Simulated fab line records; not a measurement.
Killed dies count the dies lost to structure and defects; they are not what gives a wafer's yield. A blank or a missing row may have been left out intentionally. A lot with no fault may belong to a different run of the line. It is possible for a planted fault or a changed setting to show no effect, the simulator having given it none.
fab line records ; flow sky130
record: lots: 12; wafers: 36; last-day: 50
route steps=708 shown FIELD_ISO@14 PWDE@53 PAD_OPEN@708
lots that met no fault: taken from a fault-free run of the same line
start-h: the number of hours between the record's first day and the start of the first shown wafer of the lot ; wait-h: how many hours have passed since the lot's step before this one ; " same as the row above ; L1.1+2: several wafers, shown together as one row ; - value missing, or start not given ; * or withheld: withheld ; < > ~ a bound
route shown NAME@n: a module of which the file shows steps, and the number in the route of the first ; usual: the fault-free wafers' mean and standard deviation ; same: alike in all rows ; chamber/n: place in a boat ; sites: readings site by site ; _std_site: standard deviation of those values ; _edge_site: inner sites' mean taken away from outer sites' mean ; radius-mm: for every site, how far away it sits from the centre of the wafer ; mask NAME#n: copy n ; behind: the last tool/chamber to shape the wafer ; hold: what put the lot on hold/how long, in hours/how the hold closed ; device: whichever transistor did not switch (one of n, p or np) ; end of line: the route-end tests of the same wafers ; step lacking rows: just its recipe ; killed: dies lost to structure and defects at the first sort, not the wafer's yield ; map: a wafer's dies, x killed, . not, _ none there
set.NAME: setting as actually run; set.NAME@STEP: the setting as run at that earlier step ; model.NAME: the simulator's own value behind a step, which no gauge read
route steps across a sampled set of lots; one table per step, one row per wafer
services: a tool's chamber out of use, with start hour (start-h, from the record's first day; less than 0 if before it), hours out, and reason
== steps ==
step: SKY_FIELD_ISO_CD_MEAS_13
recipe: target-cd-nm: 150
usual: cd-nm: 150.2/1.2
lot.wafer;tool;chamber;start-h;wait-h;cd-nm
L400.2;cd-sem-02;-;33.09;-;148.5
L400.3;cd-sem-02;-;33.09;-;148.0
L400.6;cd-sem-02;-;33.09;-;149.2
L402.2;cd-sem-01;-;44.54;-;151.3
L402.3;cd-sem-01;-;44.54;-;150.1
L402.4;cd-sem-01;-;44.54;-;150.5
L403.3;cd-sem-02;-;48.54;-;147.8
L403.5;cd-sem-02;-;48.54;-;148.4
L403.6;cd-sem-02;-;48.54;-;150.5
L406.1;cd-sem-02;-;65.72;-;147.3
L406.4;cd-sem-02;-;65.72;-;148.5
L406.6;cd-sem-02;-;65.72;-;147.5
L407.2;cd-sem-02;-;75.28;-;150.3
L407.3;cd-sem-02;-;75.28;-;149.8
L407.6;cd-sem-02;-;75.28;-;149.6
L412.2;cd-sem-01;-;96.52;-;150.3
L412.4;cd-sem-01;-;96.52;-;149.3
L412.6;cd-sem-01;-;96.52;-;150.5
L413.2;cd-sem-02;-;101.44;-;150.3
L413.3;cd-sem-02;-;101.44;-;152.0
L413.6;cd-sem-02;-;101.44;-;151.0
L415.1;cd-sem-01;-;113.41;-;151.2
L415.2;cd-sem-01;-;113.41;-;151.8
L415.4;cd-sem-01;-;113.41;-;149.5
L417.1;cd-sem-01;-;122.92;-;150.3
L417.2;cd-sem-01;-;122.92;-;149.5
L417.6;cd-sem-01;-;122.92;-;150.8
L418.3;cd-sem-02;-;127.93;-;149.2
L418.4;cd-sem-02;-;127.93;-;150.1
L418.5;cd-sem-02;-;127.93;-;149.7
L419.3;cd-sem-01;-;133.31;-;150.3
L419.4;cd-sem-01;-;133.31;-;150.3
L419.5;cd-sem-01;-;133.31;-;150.6
L420.1;cd-sem-02;-;137.66;-;151.5
L420.2;cd-sem-02;-;137.66;-;150.0
L420.5;cd-sem-02;-;137.66;-;149.9
step: SKY_FIELD_ISO_ETCH_17
recipe: target-depth-a: 3420; mask-material: Si3N4; chemistry: HBr/Cl2/O2; target: Si; taper-deg: 5; icp-w: 600; bias-w: 150; pressure-mtorr: 15; HBr_flow_sccm: 150; Cl2_flow_sccm: 40; O2_flow_sccm: 6; time-s: 97.7
usual: drypump-motor-current-A: 5.6/0.43; oes-product-au: 1.000/0.011; throttle-valve-pct: 25.656/0.013
lot.wafer;tool;chamber;start-h;wait-h;drypump-motor-current-A;oes-product-au;rf-hours-counter-h;throttle-valve-pct
L400.2;rie-si-02;2;33.38;0.1;5.3;1.008;118;25.664
L400.3;rie-si-02;3;33.38;0.1;5.0;0.987;36;25.625
L400.6;rie-si-02;1;33.38;0.1;5.5;0.992;-;25.651
L402.2;rie-si-01;0;44.83;0.1;6.1;1.002;46;25.658
L402.3;rie-si-01;1;44.83;0.1;4.9;1.005;157;25.650
L402.4;rie-si-01;2;44.83;0.1;5.8;0.998;25;25.648
L403.3;rie-si-01;0;48.81;0.0;6.2;1.006;46;25.654
L403.5;rie-si-01;2;48.81;0.0;5.8;0.989;-;25.673
L403.6;rie-si-01;1;48.81;0.0;4.9;1.003;-;25.640
L406.1;rie-si-02;1;66.03;0.1;5.5;1.002;22;25.656
L406.4;rie-si-02;2;66.03;0.1;5.3;1.008;118;25.646
L406.6;rie-si-02;3;66.03;0.1;5.1;1.008;-;25.642
L407.2;rie-si-02;1;75.58;0.1;5.5;0.985;22;25.667
L407.3;rie-si-02;3;75.58;0.1;5.0;1.002;36;25.643
L407.6;rie-si-02;1;75.58;0.1;5.4;0.983;-;25.655
L412.2;rie-si-02;0;96.81;0.1;6.1;0.982;1;25.675
L412.4;rie-si-02;2;96.81;0.1;5.4;0.994;118;25.635
L412.6;rie-si-02;2;96.81;0.1;5.3;1.002;-;25.660
L413.2;rie-si-01;1;101.73;0.1;4.9;1.015;0;25.646
L413.3;rie-si-01;2;101.73;0.1;5.8;0.993;26;25.669
L413.6;rie-si-01;1;101.73;0.1;4.9;1.003;-;25.650
L415.1;rie-si-01;1;113.73;0.1;4.9;1.011;1;25.649
L415.2;rie-si-01;3;113.73;0.1;5.8;1.007;1;25.649
L415.4;rie-si-01;2;113.73;0.1;5.8;0.997;26;25.635
L417.1;rie-si-02;1;123.23;0.1;5.5;0.995;23;25.654
L417.2;rie-si-02;3;123.23;0.1;5.1;1.008;37;25.646
L417.6;rie-si-02;3;123.23;0.1;5.1;1.012;-;25.638
L418.3;rie-si-01;3;128.21;0.0;5.8;0.995;1;25.652
L418.4;rie-si-01;2;128.21;0.0;5.8;0.996;26;25.654
L418.5;rie-si-01;2;128.21;0.0;5.7;0.992;-;25.665
L419.3;rie-si-02;3;133.58;0.0;5.1;1.009;37;25.651
L419.4;rie-si-02;0;133.58;0.0;6.1;0.980;1;25.679
L419.5;rie-si-02;0;133.58;0.0;6.1;0.993;-;25.667
L420.1;rie-si-01;0;137.98;0.1;6.2;1.019;46;25.655
L420.2;rie-si-01;2;137.98;0.1;5.8;1.003;26;25.657
L420.5;rie-si-01;3;137.98;0.1;5.8;1.014;-;25.645
step: SKY_FIELD_ISO_CMP_27
recipe: stop-on: Si3N4; t-overpolish-s: 16; down-force-psi: 4; platen-rpm: 60; target-thk-nm: 457.8; pad-velocity-m-s: 0.94248
usual: motor-current-A: 12.0/0.91; overpolish-run-s: 16.001/0.0097; time-to-endpoint-s: 115/4.1
lot.wafer;tool;chamber;start-h;wait-h;motor-current-A;overpolish-run-s;time-to-endpoint-s
L400.2;cmp-02;0;37.53;0.0;12.2;16.010;122
L400.3;cmp-02;3;37.53;0.0;12.6;16.013;114
L400.6;cmp-02;1;37.53;0.0;11.8;16.005;125
L402.2;cmp-01;2;59.71;0.0;10.9;16.004;114
L402.4;cmp-01;3;59.71;0.0;11.5;16.009;113
L402.3;cmp-01;0;59.71;0.0;11.4;15.989;113
L403.3;cmp-01;0;60.06;0.3;11.6;15.998;116
L403.6;cmp-01;3;60.06;0.3;11.9;15.996;116
L403.5;cmp-01;0;60.06;0.3;11.7;15.995;118
L406.4;cmp-01;0;71.59;0.0;11.4;16.011;115
L406.1;cmp-01;2;71.59;0.0;10.9;15.980;115
L406.6;cmp-01;1;71.59;0.0;12.7;15.992;114
L407.3;cmp-01;3;78.83;0.0;12.8;15.989;112
L407.2;cmp-01;0;78.83;0.0;11.0;16.001;116
L407.6;cmp-01;0;78.83;0.0;11.1;16.003;119
L412.4;cmp-02;3;100.91;0.0;12.6;15.993;114
L412.2;cmp-02;0;100.91;0.0;13.1;15.989;123
L412.6;cmp-02;0;100.91;0.0;12.0;16.007;119
L413.3;cmp-02;1;108.35;0.0;11.4;16.026;118
L413.2;cmp-02;2;108.35;0.0;13.0;16.004;114
L413.6;cmp-02;2;108.35;0.0;12.7;16.002;112
L415.2;cmp-01;3;117.64;0.1;11.8;16.002;115
L415.1;cmp-01;0;117.64;0.1;11.5;16.008;116
L415.4;cmp-01;1;117.64;0.1;13.2;16.006;109
L417.2;cmp-01;3;126.51;0.1;11.8;15.995;109
L417.1;cmp-01;0;126.51;0.1;10.7;15.982;115
L417.6;cmp-01;2;126.51;0.1;10.8;15.996;114
L418.3;cmp-01;3;133.18;0.1;11.5;15.997;110
L418.4;cmp-01;1;133.18;0.1;13.5;15.994;107
L418.5;cmp-01;3;133.18;0.1;12.5;16.009;109
L419.4;cmp-01;2;138.49;0.1;11.2;16.001;113
L419.3;cmp-01;3;138.49;0.1;12.1;15.978;108
L419.5;cmp-01;0;138.49;0.1;11.5;16.000;113
L420.1;cmp-01;2;143.13;0.0;11.2;15.998;118
L420.2;cmp-01;1;143.13;0.0;13.1;16.000;112
L420.5;cmp-01;2;143.13;0.0;10.9;15.991;116
step: SKY_PWDE_IMPLANT_08
recipe: species: B; energy-kev: 150; dose-cm2: 3.6e+12; tilt-deg: withheld
lot.wafer;tool;chamber;start-h;wait-h
L400.2+3+6;implanter-02;0;71.28;0.0
L402.2+3+4;implanter-03;0;100.28;0.0
L402.2+3+4;implanter-03;0;100.59;0.3
L403.3+5+6;implanter-03;0;101.15;0.1
L406.1+4+6;implanter-02;0;109.00;0.0
L407.2+3+6;implanter-01;0;115.03;0.0
L412.2+4+6;implanter-03;0;140.46;0.0
L412.2+4+6;implanter-03;0;140.77;0.3
L413.2+3+6;implanter-03;0;148.08;0.0
L413.2+3+6;implanter-03;0;148.39;0.3
L415.1+2+4;implanter-03;0;158.67;0.1
L417.1+2+6;implanter-01;0;167.85;0.0
L418.3+4+5;implanter-02;0;176.35;0.1
L419.3+4+5;implanter-01;0;180.25;0.1
L420.1+2+5;implanter-02;0;185.50;0.0
step: SKY_PWDE_TW_MEAS_10
usual: PWDE_TW: 379/4.6
lot.wafer;tool;chamber;start-h;wait-h;PWDE_TW
L400.2;film-metro-03;-;71.51;0.1;373
L400.3;film-metro-03;-;71.51;0.1;373
L400.6;film-metro-03;-;71.51;0.1;374
L402.2;film-metro-03;-;100.90;0.2;465
L402.3;film-metro-03;-;100.90;0.2;464
L402.4;film-metro-03;-;100.90;0.2;461
L402.2;film-metro-03;-;101.24;0.3;464
L402.3;film-metro-03;-;101.24;0.3;465
L402.4;film-metro-03;-;101.24;0.3;461
L403.3;film-metro-01;-;101.37;0.1;384
L403.5;film-metro-01;-;101.37;0.1;383
L403.6;film-metro-01;-;101.37;0.1;382
L406.1;film-metro-02;-;109.25;0.1;375
L406.4;film-metro-02;-;109.25;0.1;375
L406.6;film-metro-02;-;109.25;0.1;374
L407.2;film-metro-02;-;115.26;0.1;373
L407.3;film-metro-02;-;115.26;0.1;374
L407.6;film-metro-02;-;115.26;0.1;374
L412.2;film-metro-03;-;141.01;0.1;466
L412.4;film-metro-03;-;141.01;0.1;466
L412.6;film-metro-03;-;141.01;0.1;465
L412.2;film-metro-03;-;141.23;0.2;466
L412.4;film-metro-03;-;141.23;0.2;467
L412.6;film-metro-03;-;141.23;0.2;467
L413.2;film-metro-03;-;148.63;0.1;461
L413.3;film-metro-03;-;148.63;0.1;464
L413.6;film-metro-03;-;148.63;0.1;466
L413.2;film-metro-03;-;148.97;0.3;464
L413.3;film-metro-03;-;148.97;0.3;465
L413.6;film-metro-03;-;148.97;0.3;466
L415.1;film-metro-03;-;158.92;0.1;377
L415.2;film-metro-03;-;158.92;0.1;377
L415.4;film-metro-03;-;158.92;0.1;376
L417.1;film-metro-01;-;168.10;0.1;384
L417.2;film-metro-01;-;168.10;0.1;384
L417.6;film-metro-01;-;168.10;0.1;382
L418.3;film-metro-01;-;176.57;0.1;385
L418.4;film-metro-01;-;176.57;0.1;385
L418.5;film-metro-01;-;176.57;0.1;385
L419.3;film-metro-01;-;180.47;0.1;382
L419.4;film-metro-01;-;180.47;0.1;380
L419.5;film-metro-01;-;180.47;0.1;384
L420.1;film-metro-02;-;185.76;0.1;374
L420.2;film-metro-02;-;185.76;0.1;373
L420.5;film-metro-02;-;185.76;0.1;373
step: SKY_NWELL_RS_MEAS_31
recipe: thk-meas-gauge: four-point-probe
usual: PWDE_RS: 5282/18
lot.wafer;tool;chamber;start-h;wait-h;PWDE_RS[ohm/sq]
L400.2;film-metro-02;-;107.27;0.1;5306
L400.3;film-metro-02;-;107.27;0.1;5286
L400.6;film-metro-02;-;107.27;0.1;5301
L402.2;film-metro-02;-;137.97;0.1;3136
L402.3;film-metro-02;-;137.97;0.1;3127
L402.4;film-metro-02;-;137.97;0.1;3136
L402.2;film-metro-02;-;138.26;0.3;3134
L402.3;film-metro-02;-;138.26;0.3;3127
L402.4;film-metro-02;-;138.26;0.3;3135
L403.3;film-metro-03;-;138.94;0.1;5289
L403.5;film-metro-03;-;138.94;0.1;5277
L403.6;film-metro-03;-;138.94;0.1;5282
L406.1;film-metro-02;-;147.85;0.1;5311
L406.4;film-metro-02;-;147.85;0.1;5313
L406.6;film-metro-02;-;147.85;0.1;5295
L407.2;film-metro-02;-;154.86;0.1;5313
L407.3;film-metro-02;-;154.86;0.1;5303
L407.6;film-metro-02;-;154.86;0.1;5282
L412.2;film-metro-03;-;181.23;0.1;3114
L412.4;film-metro-03;-;181.23;0.1;3105
L412.6;film-metro-03;-;181.23;0.1;3106
L412.2;film-metro-03;-;181.52;0.3;3112
L412.4;film-metro-03;-;181.52;0.3;3108
L412.6;film-metro-03;-;181.52;0.3;3104
L413.2;film-metro-03;-;191.16;0.1;3116
L413.3;film-metro-03;-;191.16;0.1;3127
L413.6;film-metro-03;-;191.16;0.1;3121
L413.2;film-metro-03;-;191.44;0.3;3116
L413.3;film-metro-03;-;191.44;0.3;3116
L413.6;film-metro-03;-;191.44;0.3;3118
L415.1;film-metro-02;-;200.31;0.1;5274
L415.2;film-metro-02;-;200.31;0.1;5287
L415.4;film-metro-02;-;200.31;0.1;5270
L417.1;film-metro-02;-;210.93;0.1;5275
L417.2;film-metro-02;-;210.93;0.1;5263
L417.6;film-metro-02;-;210.93;0.1;5271
L418.3;film-metro-02;-;219.92;0.1;5260
L418.4;film-metro-02;-;219.92;0.1;5272
L418.5;film-metro-02;-;219.92;0.1;5267
L419.3;film-metro-02;-;224.87;0.1;5300
L419.4;film-metro-02;-;224.87;0.1;5286
L419.5;film-metro-02;-;224.87;0.1;5276
L420.1;film-metro-03;-;230.68;0.1;5284
L420.2;film-metro-03;-;230.68;0.1;5299
L420.5;film-metro-03;-;230.68;0.1;5272
step: SKY_PAD_OPEN_PROBE_99
usual: defect-limited-yield: 82.4/1.9; killed_at_M0_to_M3: 44/7.1; killed_at_M4_up: 3.5/2; killed-at-contacts: 24/5.3; killed-at-front-end: 15/4.8; killed-at-other: 0.1/0.35; killed-dies: 86/9.3; killed-on-rim: 17/4; killed-open: 47/7.8; killed-short: 39/5.9; sort_bin_3_pad_short: 0.8/0.42; sort_bin_5_function: 10.3/1.4; sort_bin_6_memory: 6.4/1.1; sort_bin_8_speed: 0.00/0.034; sort-n-pass: 406/9.3; sort-yield-pct: 82.4/1.9
same: gross-dies: 492; killed-at-back-side: 0; sort_bin_4_leakage[%]: 0
lot.wafer;tool;chamber;start-h;wait-h;defect-limited-yield[%];killed_at_M0_to_M3;killed_at_M4_up;killed-at-contacts;killed-at-front-end;killed-at-other;killed-dies;killed-on-rim;killed-open;killed-short;sort_bin_3_pad_short[%];sort_bin_5_function[%];sort_bin_6_memory[%];sort_bin_8_speed[%];sort-n-pass;sort-yield-pct[%]
L400.2;prober-02;-;1079.03;0.1;85.4;45;5;11;11;0;72;14;35;37;1.6;8.9;4.1;0;420;85.4
L400.3;prober-02;-;1079.08;0.2;82.3;47;3;24;13;0;87;15;44;43;0.8;11.8;5.1;0;405;82.3
L400.6;prober-02;-;1079.23;0.2;82.3;50;3;25;9;0;87;23;53;34;1.2;10.4;6.1;0;405;82.3
L403.3;prober-02;-;1110.85;0.2;83.1;44;2;24;13;0;83;16;54;29;0.8;10.4;5.7;0;409;83.1
L403.5;prober-02;-;1110.95;0.2;81.1;49;2;21;21;0;93;19;45;48;1.0;12.0;5.9;0;399;81.1
L403.6;prober-02;-;1111.00;0.2;84.1;45;2;20;11;0;78;14;38;40;1.0;10.4;4.5;0;414;84.1
L406.1;prober-01;-;1122.83;0.1;85.8;30;0;25;14;1;70;15;43;27;0.4;8.3;5.5;0;422;85.8
L406.4;prober-01;-;1122.98;0.2;85.2;38;2;19;14;0;73;18;42;31;0.6;8.9;5.3;0;419;85.2
L406.6;prober-01;-;1123.08;0.2;82.7;37;2;32;13;1;85;22;50;35;0.6;9.3;7.3;0;407;82.7
L407.2;prober-02;-;1128.12;0.1;79.9;53;2;31;13;0;99;17;55;44;0.4;11.2;8.5;0;393;79.9
L407.3;prober-02;-;1128.17;0.2;82.9;45;4;21;14;0;84;22;47;37;0.8;9.6;6.7;0;408;82.9
L407.6;prober-02;-;1128.32;0.2;85.8;38;2;22;8;0;70;15;37;33;0.2;8.3;5.7;0;422;85.8
L415.1;prober-02;-;1169.71;0.1;83.3;39;3;29;11;0;82;12;49;33;1.2;10.4;5.1;0;410;83.3
L415.2;prober-02;-;1169.76;0.1;83.3;42;4;23;13;0;82;16;42;40;0.8;10.2;5.7;0;410;83.3
L415.4;prober-02;-;1169.86;0.2;82.9;41;5;22;15;1;84;12;42;42;0.8;8.7;7.5;0;408;82.9
L417.1;prober-02;-;1175.26;0.1;83.5;45;4;22;10;0;81;19;39;42;1.2;10.2;5.1;0;411;83.5
L417.2;prober-02;-;1175.31;0.1;81.7;57;1;19;13;0;90;20;51;39;0.4;9.6;8.3;0;402;81.7
L417.6;prober-02;-;1175.51;0.2;83.7;40;4;22;14;0;80;14;30;50;0.8;9.3;6.1;0;412;83.7
L418.3;prober-01;-;1179.86;0.2;80.3;47;5;27;17;1;97;19;56;41;0.2;11.8;7.7;0;395;80.3
L418.4;prober-01;-;1179.91;0.2;83.7;41;7;24;8;0;80;19;32;48;1.8;10.2;4.3;0;412;83.7
L418.5;prober-01;-;1179.96;0.2;82.5;39;1;32;14;0;86;19;37;49;1.2;10.0;6.3;0;406;82.5
L419.3;prober-02;-;1182.77;0.2;82.5;40;1;29;16;0;86;16;45;41;0.6;11.0;5.9;0;406;82.5
L419.4;prober-02;-;1182.82;0.2;82.3;45;5;28;9;0;87;13;41;46;0.4;10.6;6.7;0;405;82.3
L419.5;prober-02;-;1182.87;0.2;82.7;38;7;18;22;0;85;14;47;38;0.6;11.6;5.1;0;407;82.7
L420.1;prober-02;-;1190.00;0.1;86.0;37;1;18;13;0;69;11;37;32;0.6;7.3;6.1;0;423;86.0
L420.2;prober-02;-;1190.05;0.1;79.9;52;1;26;20;0;99;23;62;37;0.8;11.2;8.1;0.41;391;79.5
L420.5;prober-02;-;1190.20;0.2;82.3;39;2;27;19;0;87;19;50;37;0.8;11.4;5.5;0;405;82.3
killed by level:class
L400.2 VIA1:geometric-particle:open=12 METAL1:geometric-particle:short=7 FIELD_ISO:geometric-particle:short=6 VIA2:geometric-particle:open=6 METAL2:geometric-particle:short=5 VIA1:geometric-particle:short=4 METAL4:geometric-particle:short=4 CONTACT:geometric-particle:open=3
L400.3 VIA1:geometric-particle:open=15 VIA1:geometric-particle:short=11 LI_CONTACT:geometric-particle:open=9 FIELD_ISO:geometric-particle:short=5 LOCAL_INTERCONNECT:geometric-particle:short=5 CONTACT:geometric-particle:open=5 METAL2:geometric-particle:short=4 METAL2:geometric-particle:open=3
L400.6 VIA1:geometric-particle:open=14 CONTACT:geometric-particle:open=12 METAL2:geometric-particle:short=7 VIA2:geometric-particle:open=6 LI_CONTACT:geometric-particle:open=5 METAL1:geometric-particle:short=5 VIA1:geometric-particle:short=5 VIA3:geometric-particle:open=5
L403.3 VIA1:geometric-particle:open=15 CONTACT:geometric-particle:open=10 LI_CONTACT:geometric-particle:open=8 VIA2:geometric-particle:open=7 METAL2:geometric-particle:short=6 POLY_GATE:geometric-particle:open=5 METAL1:geometric-particle:short=5 VIA1:geometric-particle:short=4
L403.5 VIA1:geometric-particle:short=10 VIA1:geometric-particle:open=10 VIA3:geometric-particle:open=8 CONTACT:geometric-particle:open=6 LI_CONTACT:geometric-particle:open=6 FIELD_ISO:geometric-particle:open=5 POLY_GATE:geometric-particle:short=5 FIELD_ISO:geometric-particle:short=4
L403.6 METAL1:geometric-particle:short=10 CONTACT:geometric-particle:open=8 VIA2:geometric-particle:open=8 VIA1:geometric-particle:open=5 CONTACT:geometric-particle:short=4 LI_CONTACT:geometric-particle:open=4 VIA2:geometric-particle:short=4 METAL2:geometric-particle:short=4
L406.1 VIA3:geometric-particle:open=9 CONTACT:geometric-particle:open=8 LI_CONTACT:geometric-particle:open=7 FIELD_ISO:geometric-particle:open=6 CONTACT:geometric-particle:short=4 METAL1:geometric-particle:short=4 VIA1:geometric-particle:open=4 POLY_GATE:geometric-particle:short=3
L406.4 LI_CONTACT:geometric-particle:open=10 METAL1:geometric-particle:short=9 VIA2:geometric-particle:open=7 VIA3:geometric-particle:open=7 POLY_GATE:geometric-particle:short=5 CONTACT:geometric-particle:open=5 VIA1:geometric-particle:open=5 POLY_GATE:geometric-particle:open=4
L406.6 CONTACT:geometric-particle:open=12 LI_CONTACT:geometric-particle:open=10 VIA1:geometric-particle:open=9 VIA1:geometric-particle:short=6 METAL1:geometric-particle:short=5 LOCAL_INTERCONNECT:geometric-particle:short=4 METAL2:geometric-particle:short=4 METAL3:geometric-particle:short=4
L407.2 VIA1:geometric-particle:open=17 CONTACT:geometric-particle:open=11 LI_CONTACT:geometric-particle:open=9 VIA1:geometric-particle:short=6 VIA2:geometric-particle:open=6 FIELD_ISO:geometric-particle:short=5 CONTACT:geometric-particle:short=5 METAL3:geometric-particle:short=5
L407.3 VIA2:geometric-particle:open=10 VIA3:geometric-particle:open=9 LI_CONTACT:geometric-particle:open=7 FIELD_ISO:geometric-particle:open=5 CONTACT:geometric-particle:short=5 CONTACT:geometric-particle:open=5 METAL1:geometric-particle:short=5 VIA1:geometric-particle:open=4
L407.6 CONTACT:geometric-particle:open=11 VIA1:geometric-particle:open=8 VIA3:geometric-particle:open=6 FIELD_ISO:geometric-particle:open=5 LOCAL_INTERCONNECT:geometric-particle:short=5 VIA2:geometric-particle:short=5 CONTACT:geometric-particle:short=4 METAL1:geometric-particle:short=4
L415.1 CONTACT:geometric-particle:open=11 VIA2:geometric-particle:open=10 LI_CONTACT:geometric-particle:open=9 METAL1:geometric-particle:short=6 VIA1:geometric-particle:open=5 FIELD_ISO:geometric-particle:open=4 CONTACT:geometric-particle:short=4 METAL2:geometric-particle:short=4
L415.2 METAL1:geometric-particle:short=11 CONTACT:geometric-particle:open=8 LI_CONTACT:geometric-particle:open=7 METAL2:geometric-particle:short=5 VIA2:geometric-particle:open=5 VIA3:geometric-particle:open=5 CONTACT:geometric-particle:short=4 FIELD_ISO:geometric-particle:short=3
L415.4 CONTACT:geometric-particle:open=11 VIA3:geometric-particle:open=9 METAL2:geometric-particle:short=7 VIA1:geometric-particle:open=6 VIA1:geometric-particle:short=5 LI_CONTACT:geometric-particle:open=4 LOCAL_INTERCONNECT:geometric-particle:short=4 METAL1:geometric-particle:short=4
L417.1 METAL1:geometric-particle:short=10 VIA1:geometric-particle:open=8 LI_CONTACT:geometric-particle:open=7 VIA3:geometric-particle:open=6 VIA2:geometric-particle:open=5 LI_CONTACT:geometric-particle:short=4 CONTACT:geometric-particle:short=4 METAL2:geometric-particle:short=4
L417.2 VIA1:geometric-particle:open=11 CONTACT:geometric-particle:open=10 VIA3:geometric-particle:open=10 METAL2:geometric-particle:short=7 METAL1:geometric-particle:short=6 VIA2:geometric-particle:open=5 LI_CONTACT:geometric-particle:open=4 VIA2:geometric-particle:short=4
L417.6 CONTACT:geometric-particle:open=8 VIA1:geometric-particle:open=8 FIELD_ISO:geometric-particle:short=7 VIA1:geometric-particle:short=7 LI_CONTACT:geometric-particle:open=5 CONTACT:geometric-particle:short=5 METAL1:geometric-particle:short=5 VIA2:geometric-particle:short=5
L418.3 VIA1:geometric-particle:open=13 VIA2:geometric-particle:open=11 LI_CONTACT:geometric-particle:open=10 LOCAL_INTERCONNECT:geometric-particle:short=6 METAL2:geometric-particle:short=6 FIELD_ISO:geometric-particle:open=5 CONTACT:geometric-particle:open=5 CONTACT:geometric-particle:short=4
L418.4 LI_CONTACT:geometric-particle:open=7 VIA1:geometric-particle:short=7 VIA1:geometric-particle:open=7 VIA3:geometric-particle:open=6 METAL4:geometric-particle:short=6 CONTACT:geometric-particle:short=5 VIA3:geometric-particle:short=5 METAL1:geometric-particle:short=5
L418.5 LI_CONTACT:geometric-particle:open=10 METAL2:geometric-particle:short=10 CONTACT:geometric-particle:open=7 VIA1:geometric-particle:open=6 LOCAL_INTERCONNECT:geometric-particle:short=6 CONTACT:geometric-particle:short=6 METAL1:geometric-particle:short=6 FIELD_ISO:geometric-particle:short=4
L419.3 VIA1:geometric-particle:open=11 CONTACT:geometric-particle:open=9 CONTACT:geometric-particle:short=6 VIA2:geometric-particle:open=6 LI_CONTACT:geometric-particle:open=5 LI_CONTACT:geometric-particle:short=5 METAL2:geometric-particle:short=5 POLY_GATE:geometric-particle:short=4
L419.4 CONTACT:geometric-particle:short=9 VIA1:geometric-particle:open=9 VIA2:geometric-particle:open=9 CONTACT:geometric-particle:open=7 VIA2:geometric-particle:short=6 METAL2:geometric-particle:short=6 VIA3:geometric-particle:open=6 LI_CONTACT:geometric-particle:open=5
L419.5 VIA1:geometric-particle:open=9 VIA2:geometric-particle:open=8 FIELD_ISO:geometric-particle:short=7 LI_CONTACT:geometric-particle:open=7 FIELD_ISO:geometric-particle:open=6 METAL4:geometric-particle:short=6 VIA1:geometric-particle:short=6 CONTACT:geometric-particle:open=5
L420.1 VIA1:geometric-particle:open=7 VIA1:geometric-particle:short=7 LI_CONTACT:geometric-particle:open=6 CONTACT:geometric-particle:open=6 VIA3:geometric-particle:open=5 SPACER:geometric-particle:short=4 METAL2:geometric-particle:short=4 METAL3:geometric-particle:short=4
L420.2 VIA1:geometric-particle:open=18 CONTACT:geometric-particle:open=9 VIA2:geometric-particle:open=7 POLY_GATE:geometric-particle:open=6 FIELD_ISO:geometric-particle:open=5 FIELD_ISO:geometric-particle:short=5 LI_CONTACT:geometric-particle:open=5 LOCAL_INTERCONNECT:geometric-particle:short=5
L420.5 CONTACT:geometric-particle:open=14 VIA1:geometric-particle:open=9 VIA3:geometric-particle:open=7 VIA1:geometric-particle:short=6 METAL2:geometric-particle:short=5 FIELD_ISO:geometric-particle:short=4 POLY_GATE:geometric-particle:open=4 SPACER:geometric-particle:open=4
== services ==
tool;chamber;start-h;hours;kind
cmp-02;-;31.73;1.6;repair
implanter-03;-;42.08;24.2;pm
cmp-02;-;55.71;4.9;pm
rie-si-01;3;59.13;29.2;repair
cmp-01;-;62.03;0.4;repair
cmp-02;-;64.00;4.0;pm
cmp-02;-;67.19;4.3;repair
cmp-02;-;67.41;0.3;repair
cmp-01;-;68.85;1.0;repair
rie-si-02;2;72.51;9.1;repair
cmp-01;-;73.26;4.2;repair
implanter-03;-;79.74;1.4;repair
implanter-03;-;89.25;0.7;repair
implanter-01;-;101.74;6.3;pm
rie-si-02;0;108.28;14.3;repair
implanter-01;-;109.55;3.3;pm
implanter-03;-;129.75;3.0;repair
cmp-01;-;133.79;2.7;repair
cmp-02;-;148.23;0.8;repair
implanter-02;-;152.38;9.6;repair
rie-si-02;1;152.40;1.9;repair
rie-si-02;-;159.30;0.3;repair
cmp-01;-;175.01;0.6;repair
rie-si-02;3;179.15;6.8;repair
== key ==
first-sign: step: SKY_PWDE_IMPLANT_08; reading: visit; direction: added
effect: step: SKY_PWDE_TW_MEAS_10; reading: visit; direction: added
effect: step: SKY_PWDE_TW_MEAS_10; reading: PWDE_TW; direction: up; sigmas: 19; usual: 379; struck: 464
effect: step: SKY_NWELL_RS_MEAS_31; reading: PWDE_RS; direction: down; sigmas: 99+; usual: 5282; struck: 3121
met-at SKY_PWDE_IMPLANT_08
struck-lots L402,L412,L413
scrapped-behind SKY_NWELL_RS_MEAS_31 L402.2,L402.3,L402.4,L412.2,L412.4,L412.6,L413.2,L413.3,L413.6
not-acting-at SKY_FIELD_ISO_CD_MEAS_13,SKY_FIELD_ISO_ETCH_17,SKY_FIELD_ISO_CMP_27
fault: kind: repeated-step-whole; tool: implanter-01,implanter-02,implanter-03; chamber: -; onset-h: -; steps: SKY_PWDE_IMPLANT_08; times: 1; scope: struck-lots-only
